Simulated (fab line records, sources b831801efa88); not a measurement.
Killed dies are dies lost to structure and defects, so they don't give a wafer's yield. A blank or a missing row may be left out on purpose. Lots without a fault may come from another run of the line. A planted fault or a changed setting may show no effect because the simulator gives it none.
Tool commonality check | flow gf180mcu | 14 lots, 42 wafers sampled

WHY IT WAS OPENED
At GF_VT_IMPLANT_RS_MEAS_48 the reading LVPWELL_RS is flagged on 2 of 14 lots. Wafers without a fault read 1209 ohm/sq, standard deviation 3.3.
Rule: a lot is flagged when every wafer of it that has a number lies more than 4 standard deviations from that mean, or none has a number. The other lots count as sound.

lot  | measured     | on            | LVPWELL_RS (ohm/sq), wafer by wafer | flag
L433 | day 7 11:42  | film_metro-02 | 1211 1208 1211                      |
L434 | day 8 02:57  | film_metro-01 | 1211 1209 1209                      |
L436 | day 8 14:13  | film_metro-01 | 1212 1213 1211                      |
L437 | day 8 17:35  | film_metro-01 | 1213 1211 1209                      |
L438 | day 9 01:40  | film_metro-01 | 1208 1209 1211                      |
L439 | day 9 08:18  | film_metro-01 | 1213 1212 1211                      |
L440 | day 9 17:51  | film_metro-01 | 1212 1215 1212                      |
L441 | day 9 20:45  | film_metro-02 | 1207 1210 1206                      |
L443 | day 10 10:23 | film_metro-01 | 1212 1209 1211                      |
L444 | day 10 18:17 | film_metro-01 | 1212 1210 1210                      |
L445 | day 10 23:34 | film_metro-01 | 1214 1215 1216                      |
L446 | day 11 04:41 | film_metro-02 | 1205 1206 1209                      |
L451 | day 12 15:20 | film_metro-03 | 1250 1249 1253                      | FLAGGED
L452 | day 12 21:08 | film_metro-02 | 1254 1250 1252                      | FLAGGED
The numbers of the flagged lots are 1251 ohm/sq on average: +42 ohm/sq against the usual, or +13 standard deviations.

WHICH TOOL RAN EACH LOT
The record holds 1 process step before the reading, out of a route of 602 steps. In each cell: the tool, then ch and the chambers that the sampled wafers went through, then the start.
lot  | flag    | GF_LVPWELL_IMPLANT_08
L433 |         | implanter-04 ch 0, day 3 18:22
L434 |         | implanter-04 ch 0, day 4 07:25
L436 |         | implanter-04 ch 0, day 4 15:24
L437 |         | implanter-04 ch 0, day 4 19:09
L438 |         | implanter-03 ch 0, day 5 03:31
L439 |         | implanter-04 ch 0, day 5 09:28
L440 |         | implanter-04 ch 0, day 5 16:09
L441 |         | implanter-04 ch 0, day 5 18:30
L443 |         | implanter-03 ch 0, day 6 06:30
L444 |         | implanter-04 ch 0, day 6 12:33
L445 |         | implanter-02 ch 0, day 6 18:18
L446 |         | implanter-04 ch 0, day 6 23:03
L451 | FLAGGED | implanter-04 ch 0, day 8 01:35
L452 | FLAGGED | implanter-04 ch 0, day 8 09:09
What these steps do:
- GF_LVPWELL_IMPLANT_08
- GF_VT_IMPLANT_RS_MEAS_48: measures by four-point-probe.

FLAGGED OVER TOTAL, TOOL BY TOOL (the gauges that took the reading come last)
step                     | tool          | lots run | flagged | share of the flagged lots | sound lots run after its first flagged lot
GF_LVPWELL_IMPLANT_08    | implanter-02  | 1        | 0       | none                      | -
GF_LVPWELL_IMPLANT_08    | implanter-03  | 2        | 0       | none                      | -
GF_LVPWELL_IMPLANT_08    | implanter-04  | 11       | 2       | all                       | 0
GF_VT_IMPLANT_RS_MEAS_48 | film_metro-01 | 9        | 0       | none                      | -
GF_VT_IMPLANT_RS_MEAS_48 | film_metro-02 | 4        | 1       | some                      | 0
GF_VT_IMPLANT_RS_MEAS_48 | film_metro-03 | 1        | 1       | some                      | 0

WHAT THE TABLE ALLOWS
1 row of the table ran every flagged lot: implanter-04 at GF_LVPWELL_IMPLANT_08.
- implanter-04 at GF_LVPWELL_IMPLANT_08: 2 of its 11 lots flagged. Its last sound lot is L446 (day 6 23:03), its first flagged lot L451 (day 8 01:35): a fault that began between those two fits. Its own readings lie more than 4 standard deviations out on every wafer of the flagged lots: beam_energy_keV.
One tool is left: implanter-04 at GF_LVPWELL_IMPLANT_08.

WHAT THE SIMULATOR HAD PUT IN
Process parameter drift: implanter-04, from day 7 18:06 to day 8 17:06, at GF_LVPWELL_IMPLANT_08. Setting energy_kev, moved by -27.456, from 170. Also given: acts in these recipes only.
Lots struck among those shown: L451, L452. The rule above found the same.
